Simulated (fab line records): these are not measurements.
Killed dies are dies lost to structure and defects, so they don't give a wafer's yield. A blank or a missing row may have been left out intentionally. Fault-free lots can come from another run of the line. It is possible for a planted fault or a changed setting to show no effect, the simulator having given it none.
fab line records	flow gf180mcu
[record] lots = 12	wafers = 36	lastDay = 34
route steps=602 shown V3@433 V4@497 M5@528
lots untouched by any fault: they come from a run of this same line in which no faults occurred
startH: hours from the record's opening day to when the first of the lot's shown wafers began	waitH: time in hours since the lot's previous step	" identical to the entry in the row above	L1.1+2: a single row standing in for several wafers	- no value present, or no start provided	* or withheld: withheld	< > ~ a bound
route shown NAME@n: NAME is a module with steps in the file, n the number in the route of the first one	usual: average and standard deviation across the fault-free wafers	same: alike in all rows	chamber/n: place in a boat	sites: each site's reading	_std_site: their standard deviation	_edge_site: outer sites' mean less inner sites'	radiusMm: for every site, how far away it sits from the centre of the wafer	mask NAME#n: copy n	behind: the most recent tool/chamber to have shaped the wafer	hold: why the lot was held/for how many hours/how that ended	device: the n, p or np transistor that did not switch	end of line: the same wafers' tests at the end of the route	where a step has no rows: the recipe by itself	killed: dies lost to structure and defects at the first sort, not the wafer's yield	map: the dies of a wafer, with x for killed, . for not killed, _ for no die there
set.NAME: the run value of the setting; set.NAME@STEP: its run value at that earlier step	model.NAME: the simulator's own value behind a step, which no gauge read
the route's steps for a sample of lots (tables are steps, rows are wafers)
services: a tool's chamber out of use, with start hour (startH, from the record's first day; less than 0 if before it), hours out, and reason
[[steps]]
[step GF_V3_CMP_04]
[recipe] material = SiO2	downForcePsi = 4	platenRpm = 60	padVelocityMS = 0.94248
[usual] motorCurrentA = 12.2/1.1	timeToEndpointS = 79/5.5
lot.wafer	tool	chamber	startH	waitH	motorCurrentA	timeToEndpointS
L519.4	cmp-01	3	489.44	0.2	11.7	72
L519.2	"	0	"	"	9.7	68
L519.5	"	1	"	"	13.2	81
L518.3	cmp-02	3	490.53	0.1	12.0	78
L518.4	"	0	"	"	13.4	81
L518.5	"	2	"	"	13.5	82
L521.2	cmp-02	3	509.07	0.1	12.6	81
L521.1	"	1	"	"	11.6	79
L521.5	"	2	"	"	13.2	81
L524.1	cmp-02	1	535.77	0.1	11.8	80
L524.6	"	0	"	"	12.6	85
L524.5	"	1	"	"	11.3	82
L525.2	cmp-02	3	557.56	0.0	12.3	74
L525.4	"	2	"	"	13.2	72
L525.5	"	0	"	"	12.4	84
L526.1	cmp-02	0	560.90	0.1	13.1	83
L526.4	"	1	"	"	11.8	83
L526.3	"	2	"	"	13.0	78
L527.2	cmp-02	3	580.98	0.6	12.0	74
L527.6	"	3	"	"	11.8	74
L527.5	"	0	"	"	12.5	77
L529.4	cmp-01	2	586.88	0.1	12.1	92
L529.2	"	3	"	"	11.9	76
L529.5	"	2	"	"	12.1	92
L533.2	cmp-01	2	610.34	0.0	12.4	78
L533.3	"	1	"	"	12.9	76
L533.5	"	2	"	"	12.8	79
L536.4	cmp-02	2	633.18	0.0	13.3	80
L536.3	"	1	"	"	11.6	68
L536.6	"	2	"	"	13.0	71
L538.2	cmp-01	1	655.74	0.6	13.8	80
L538.6	"	3	"	"	12.0	82
L538.5	"	0	"	"	9.4	81
L539.4	cmp-02	1	664.44	0.1	11.4	80
L539.2	"	2	"	"	13.3	77
L539.6	"	0	"	"	13.2	81
[step GF_V3_SPUTTER_22]
[recipe] material = TiN	targetThkNm = 10	chamberPressurePa = 5	powerW = 4000	timeS = 40
[usual] chamberPressurePa = 5.001/0.01	throttleValvePct = 29.5/1.3
lot.wafer	tool	chamber	startH	waitH	chamberPressurePa	throttleValvePct
L519.2	pvdSputter-03	-	513.66	0.0	4.983	29.0
L519.4	"	-	"	"	4.995	29.9
L519.5	"	-	"	"	4.988	30.2
L518.3	pvdSputter-04	-	514.96	0.0	4.991	29.8
L518.4	"	-	"	"	5.006	31.1
L518.5	"	-	"	"	5.008	29.9
L521.1	pvdSputter-01	-	533.16	0.0	4.987	30.6
L521.2	"	-	"	"	5.020	31.6
L521.5	"	-	"	"	5.011	31.6
L524.1	pvdSputter-03	-	558.87	0.0	4.996	27.6
L524.5	"	-	"	"	5.000	28.1
L524.6	"	-	"	"	4.989	27.6
L525.2	pvdSputter-01	-	580.45	0.0	4.998	30.7
L525.4	"	-	"	"	5.011	28.7
L525.5	"	-	"	"	5.010	30.6
L526.1	pvdSputter-04	-	583.73	0.0	4.989	29.5
L526.3	"	-	"	"	4.997	29.8
L526.4	"	-	"	"	5.015	31.6
L527.2	pvdSputter-03	-	602.72	0.0	4.990	28.0
L527.5	"	-	"	"	4.992	27.9
L527.6	"	-	"	"	5.008	28.4
L529.2	pvdSputter-04	-	608.80	0.0	4.989	31.4
L529.4	"	-	"	"	4.994	31.3
L529.5	"	-	"	"	5.000	30.0
L533.2	pvdSputter-03	-	631.99	0.0	5.007	28.0
L533.3	"	-	"	"	5.002	28.9
L533.5	"	-	"	"	4.993	28.7
L536.3	pvdSputter-01	-	654.35	0.0	4.994	30.8
L536.4	"	-	"	"	4.988	31.6
L536.6	"	-	"	"	5.012	28.6
L538.2	pvdSputter-03	-	676.23	0.0	4.990	29.0
L538.5	"	-	"	"	4.983	27.6
L538.6	"	-	"	"	5.020	28.0
L539.2	pvdSputter-04	-	684.28	0.0	5.007	31.4
L539.4	"	-	"	"	4.992	29.6
L539.6	"	-	"	"	5.000	29.8
[step GF_V4_SPUTTER_21]
[recipe] material = Ti	targetThkNm = 15	chamberPressurePa = 5	powerW = 2500	substrateTempC = 200	timeS = 80.02
[usual] chamberPressurePa = 4.999/0.0096	throttleValvePct = 29.6/1.2
lot.wafer	tool	chamber	startH	waitH	chamberPressurePa	throttleValvePct
L519.2	pvdSputter-03	-	562.25	0.0	5.003	30.2
L519.4	"	-	"	"	5.000	28.7
L519.5	"	-	"	"	4.998	28.7
L518.3	pvdSputter-02	-	562.86	0.0	4.995	28.6
L518.4	"	-	"	"	5.003	31.3
L518.5	"	-	"	"	4.981	28.3
L521.1	pvdSputter-04	-	579.89	0.0	4.992	29.4
L521.2	"	-	"	"	4.991	31.4
L521.5	"	-	"	"	4.992	31.2
L524.1	pvdSputter-04	-	604.55	0.0	4.991	29.7
L524.5	"	-	"	"	5.001	29.8
L524.6	"	-	"	"	4.996	31.3
L525.2	pvdSputter-04	-	625.93	0.0	4.985	29.9
L525.4	"	-	"	"	4.994	29.6
L525.5	"	-	"	"	5.004	29.6
L526.1	pvdSputter-03	-	627.59	0.0	5.023	28.6
L526.3	"	-	"	"	4.996	30.1
L526.4	"	-	"	"	4.994	27.7
L527.2	pvdSputter-04	-	647.54	0.0	5.018	31.7
L527.5	"	-	"	"	4.982	31.3
L527.6	"	-	"	"	5.003	29.4
L529.2	pvdSputter-04	-	652.25	0.0	4.975	29.9
L529.4	"	-	"	"	5.003	31.4
L529.5	"	-	"	"	5.000	31.3
L533.2	pvdSputter-03	-	674.92	0.0	4.990	28.7
L533.3	"	-	"	"	5.009	28.2
L533.5	"	-	"	"	4.993	27.6
L536.3	pvdSputter-03	-	695.65	0.0	4.978	28.6
L536.4	"	-	"	"	5.009	27.4
L536.6	"	-	"	"	4.996	28.3
L538.2	pvdSputter-04	-	716.42	0.0	4.998	31.3
L538.5	"	-	"	"	4.999	29.3
L538.6	"	-	"	"	4.998	31.1
L539.2	pvdSputter-02	-	723.90	0.0	4.984	29.5
L539.4	"	-	"	"	4.998	28.8
L539.6	"	-	"	"	4.997	29.2
[step GF_M5_COAT_02]
[recipe] resist = KrF	spinRpm = withheld	resistThkNm = 1000
[usual] resistLineTempC = 22.98/0.095
lot.wafer	tool	chamber	startH	waitH	resistLineTempC
L519.2	lithoTrack-01	0	595.37	0.1	22.85
L519.4	"	0	"	"	22.99
L519.5	"	0	"	"	22.90
L518.3	lithoTrack-01	0	595.99	0.1	23.06
L518.4	"	0	"	"	23.07
L518.5	"	0	"	"	23.01
L521.1	lithoTrack-03	0	613.17	0.1	23.09
L521.2	"	0	"	"	23.10
L521.5	"	0	"	"	22.98
L524.1	lithoTrack-02	0	637.20	0.1	22.83
L524.5	"	0	"	"	22.92
L524.6	"	0	"	"	22.81
L525.2	lithoTrack-02	0	658.13	0.1	23.00
L525.4	"	0	"	"	23.06
L525.5	"	0	"	"	22.88
L526.1	lithoTrack-02	0	659.30	0.1	22.90
L526.3	"	0	"	"	22.80
L526.4	"	0	"	"	22.96
L527.2	lithoTrack-02	0	677.48	0.1	23.19
L527.5	"	0	"	"	23.10
L527.6	"	0	"	"	22.96
L529.2	lithoTrack-01	0	682.27	0.1	23.02
L529.4	"	0	"	"	23.00
L529.5	"	0	"	"	23.00
L533.2	lithoTrack-03	0	704.05	0.1	22.85
L533.3	"	0	"	"	23.01
L533.5	"	0	"	"	22.83
L536.3	lithoTrack-03	0	723.72	0.1	23.05
L536.4	"	0	"	"	23.06
L536.6	"	0	"	"	23.09
L538.2	lithoTrack-03	0	743.55	0.1	23.08
L538.5	"	0	"	"	22.85
L538.6	"	0	"	"	23.00
L539.2	lithoTrack-02	0	750.72	0.1	22.97
L539.4	"	0	"	"	22.98
L539.6	"	0	"	"	23.11
[step GF_M5_STRIP_11]
[recipe] chemistry = O2/N2	powerW = 1400	pressureMtorr = 1500	platenTempC = 250	o2FlowSccm = 3000	n2FlowSccm = 300	overashFraction = 0.5
[usual] drypumpMotorCurrentA = 5.6/0.39	heaterPowerW = 335/29	oesProductAu = 0.524/0.005	platenTempC = 250.06/0.19	stripTimeToEndpointS = 7.06/0.048
lot.wafer	tool	chamber	startH	waitH	drypumpMotorCurrentA	heaterPowerW	oesProductAu	platenTempC	rfHoursCounterH	stripTimeToEndpointS
L519.2	plasmaAsher-03	0	606.00	0.1	5.4	351	0.525	250.32	101	7.04
L519.4	"	1	"	"	5.0	347	0.523	250.13	-	7.03
L519.5	"	0	"	"	5.5	346	0.524	250.37	-	7.04
L518.3	plasmaAsher-03	0	606.87	0.1	5.5	354	0.531	250.10	-	7.20
L518.4	"	1	"	"	5.1	357	0.516	249.92	-	7.03
L518.5	"	0	"	"	5.5	344	0.532	249.94	-	7.18
L521.1	plasmaAsher-04	1	624.23	0.2	6.2	271	0.524	249.98	18	7.11
L521.2	"	0	"	"	5.6	348	0.527	249.83	18	7.09
L521.5	"	0	"	"	5.6	350	0.521	250.16	-	7.07
L524.1	plasmaAsher-01	1	647.98	0.2	6.0	345	0.516	249.74	83	7.12
L524.5	"	0	"	"	5.7	313	0.531	249.82	-	7.13
L524.6	"	1	"	"	6.0	350	0.518	250.20	-	7.11
L525.2	plasmaAsher-01	1	668.38	0.2	6.0	358	0.525	250.05	85	6.99
L525.4	"	1	"	"	6.0	341	0.519	250.03	-	7.00
L525.5	"	0	"	"	5.7	307	0.522	249.98	-	7.06
L526.1	plasmaAsher-04	0	669.48	0.1	5.6	354	0.527	250.27	23	7.22
L526.3	"	0	"	"	5.6	353	0.536	250.34	-	7.21
L526.4	"	1	"	"	6.3	284	0.526	249.97	-	7.18
L527.2	plasmaAsher-03	0	687.50	0.1	5.5	356	0.536	249.98	110	7.23
L527.5	"	1	"	"	5.1	369	0.532	250.25	-	7.17
L527.6	"	0	"	"	5.5	352	0.534	250.20	-	7.23
L529.2	plasmaAsher-03	1	691.61	0.1	5.1	366	0.525	250.09	110	7.08
L529.4	"	0	"	"	5.4	352	0.533	250.11	-	7.10
L529.5	"	0	"	"	5.5	338	0.523	250.09	-	7.03
L533.2	plasmaAsher-03	0	713.36	0.1	5.5	343	0.524	249.74	113	7.03
L533.3	"	0	"	"	5.4	350	0.526	249.84	-	6.99
L533.5	"	1	"	"	5.1	360	0.524	250.37	-	7.02
L536.3	plasmaAsher-03	1	732.91	0.2	5.1	346	0.536	250.16	-	7.07
L536.4	"	0	"	"	5.5	341	0.523	250.20	-	7.09
L536.6	"	1	"	"	5.1	348	0.527	249.81	-	7.07
L538.2	plasmaAsher-03	0	752.48	0.2	5.5	349	0.521	250.14	1	7.04
L538.5	"	1	"	"	5.1	345	0.522	250.19	-	7.05
L538.6	"	0	"	"	5.5	342	0.512	250.14	-	7.06
L539.2	plasmaAsher-04	0	759.78	0.2	5.6	339	0.524	250.51	32	6.99
L539.4	"	0	"	"	5.5	355	0.524	250.14	-	7.00
L539.6	"	0	"	"	5.6	346	0.525	250.34	-	6.99
[[services]]
tool	chamber	startH	hours	kind
plasmaAsher-03	-	468.52	2.8	pm
cmp-02	-	488.38	1.1	repair
pvdSputter-04	-	497.54	5.7	repair
pvdSputter-04	-	516.64	2.5	repair
cmp-02	-	572.00	4.0	pm
cmp-02	-	573.02	1.0	repair
cmp-01	-	576.00	5.1	pm
pvdSputter-03	-	595.16	1.3	repair
cmp-02	-	599.31	1.9	repair
plasmaAsher-03	-	627.30	0.8	repair
pvdSputter-04	-	628.50	6.6	repair
pvdSputter-04	-	629.76	2.8	repair
pvdSputter-03	-	639.34	1.7	repair
pvdSputter-04	-	657.28	11.7	repair
pvdSputter-04	-	674.31	1.5	repair
pvdSputter-04	-	704.79	0.9	repair
cmp-01	-	707.41	1.2	repair
cmp-02	-	715.95	0.6	repair
cmp-02	-	717.73	0.8	repair
pvdSputter-03	-	730.58	2.5	repair
cmp-02	-	731.13	2.4	repair
plasmaAsher-03	-	733.75	9.0	pm
cmp-01	-	735.39	5.0	pm
cmp-02	-	759.05	3.0	pm
[[key]]
[firstSign] step = GF_M5_STRIP_11	reading = stripTimeToEndpointS	direction = up	sigmas = 3.1	usual = *	struck = *
effect none on later readings
metAt GF_M5_COAT_02
struckLots L526,L527
notActingAt GF_V3_CMP_04,GF_V3_SPUTTER_22,GF_V4_SPUTTER_21
onsetBetween 658.13 659.30
[fault] kind = processParameterDrift	tool = lithoTrack-02	chamber = -	onsetH = 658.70	steps = GF_M5_COAT_02	channel = resistThkNm	offset = *	shape = step	endH = 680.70	actsIn = *	stated = *
